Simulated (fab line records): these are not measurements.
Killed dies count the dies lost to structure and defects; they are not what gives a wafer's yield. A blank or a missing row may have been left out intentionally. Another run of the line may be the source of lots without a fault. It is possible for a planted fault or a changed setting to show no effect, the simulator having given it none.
A struck lot beside a sound one / flow sky130 / 16 steps out of a route of 708
Sound: wafers L877.1, L877.4, L877.5. Wafers struck: L868.1, L868.4, L868.5. At the end, the cause is stated.
Per side, at each step with rows, come the tool, then ch with its chambers, and then its first start. Under that, the readings that differ: sound wafers / struck wafers / difference of the means / sigmas: that difference in standard deviations of wafers without a fault.
alike: readings with means less than 2 such deviations apart, plus words and numbers identical on both sides. not compared: withheld readings, readings lacking a value on some wafer, bounds such as >300 that could conceal the same value, and numbers that have no deviation in the record and whose values overlap.
A row with sigmas, a row that says differs or no value, or rows on one side alone: a step with any of these is where the two part. Non-overlapping numbers with no deviation appear without sigmas and do not part them. A reading missing from all wafers of one side parts the sides only when that side holds two or more wafers.

first, 5 steps without rows for these wafers: SKY_SONOS_TUNNEL_COAT_02 (resist thk 1140 nm); SKY_SONOS_TUNNEL_SOFTBAKE_03 (time 60 s); SKY_SONOS_TUNNEL_EXPOSE_04 (exposes mask TUNM, target cd 410 nm); SKY_SONOS_TUNNEL_PEB_05; SKY_SONOS_TUNNEL_DEVELOP_06 (develop time 60 s).
SKY_SONOS_TUNNEL_CD_MEAS_07 targets a cd of 410 nm.
  sound on cdSem-01 at day 18 06:51; struck on cdSem-01 at day 15 00:22
  alike: cdNm
SKY_SONOS_TUNNEL_OVL_MEAS_08:
  sound on overlay-01 at day 18 06:58; struck on overlay-02 at day 15 00:29
  alike: SONOS_TUNNEL_OVL
then, 3 steps without rows for these wafers: SKY_SONOS_TUNNEL_IMPLANT_09; SKY_SONOS_TUNNEL_WET_ETCH_10 (etches SiO2 in dHF, target depth 14 nm, time 280 s); SKY_SONOS_TUNNEL_STRIP_11 (strips in SPM, time 600 s).
SKY_SONOS_TUNNEL_TW_MEAS_12:
  sound on filmMetro-01 at day 18 07:25; struck on filmMetro-01 at day 15 00:56
  alike: SONOS_TUNNEL_TW
then, 1 step without rows for these wafers: SKY_SONOS_TUNNEL_CLEAN_13 (cleans in dHF, time 20 s).
SKY_SONOS_ONO_OXIDATION_00: stabilise 600 s, purge 300 s, target thk 2.6 nm.
  sound on furnace-02 ch 0, day 18 10:22; struck on furnace-01 ch 0, day 15 02:05
reading=spikeTcLowerC (C); sound=800.0 798.4 800.7; struck=806.6 805.0 805.0; difference=+5.8; sigmas=+5
reading=spikeTcUpperC (C); sound=801.3 798.6 800.2; struck=805.4 804.0 804.4; difference=+4.6; sigmas=+4
reading=tubeCenterTempC (C); sound=800.06 800.05 799.95; struck=805.03 804.95 804.88; difference=+4.93; sigmas=+62
reading=tube_center_temp_C_max; sound=802.3 801.8 802.2; struck=807.9 806.6 806.4; difference=+4.9; sigmas=+15
reading=zonePowerTopPct (%); sound=27.6 27.4 27.1; struck=29.2 28.9 28.8; difference=+1.6; sigmas=+3
reading=model.SiO2_of_SONOS_ONO_OXIDATION_00.thkNm (nm); sound=2.529 2.541 2.554; struck=2.736 2.723 2.766; difference=+0.200; sigmas=
SKY_SONOS_ONO_THK_MEAS_01:
  sound on filmMetro-02 at day 18 11:43; struck on filmMetro-03 at day 15 03:26
reading=SONOS_ONO_OXIDATION_THK (nm); sound=2.55 2.50 2.53; struck=2.70 2.69 2.74; difference=+0.18; sigmas=+3
then, 1 step without rows for these wafers: SKY_SONOS_ONO_CVD_02 (deposits Si3N4 from DCS/NH3, target thk 10.5 nm, time 180 s).
-- record jumps: 33 days separate the struck wafers' starts on either side; left off in module SONOS_ONO, taken up again in module PAD_OPEN, whose first shown step is the route's number 708 --
SKY_PAD_OPEN_PROBE_99:
  sound on prober-02 at day 50 20:10; struck on prober-01 at day 48 14:16
reading=model.etest.sonosErased.vtV (V); sound=-2.377 -2.36 -2.396; struck=-2.06 -2.076 -1.986; difference=+0.34; sigmas=
reading=model.etest.sonosBaked.vtLessV (V); sound=-0.5874 -0.5257 -0.579; struck=-0.3871 -0.4274 -0.4462; difference=+0.1438; sigmas=
  alike: killed_at_M0_to_M3, killed_at_M4_up, killedAtContacts, killedAtFrontEnd, killedAtOther, killedDies, killedOpen, killedShort

== WHERE THEY PART ==
At SKY_SONOS_ONO_OXIDATION_00 first; at SKY_SONOS_ONO_THK_MEAS_01 last (within this record only). Later steps at which nothing parts them and some readings are alike: SKY_PAD_OPEN_PROBE_99.

WHY: what the simulator had put in
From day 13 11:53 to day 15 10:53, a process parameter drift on furnace-01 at SKY_SONOS_ONO_OXIDATION_00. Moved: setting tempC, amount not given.
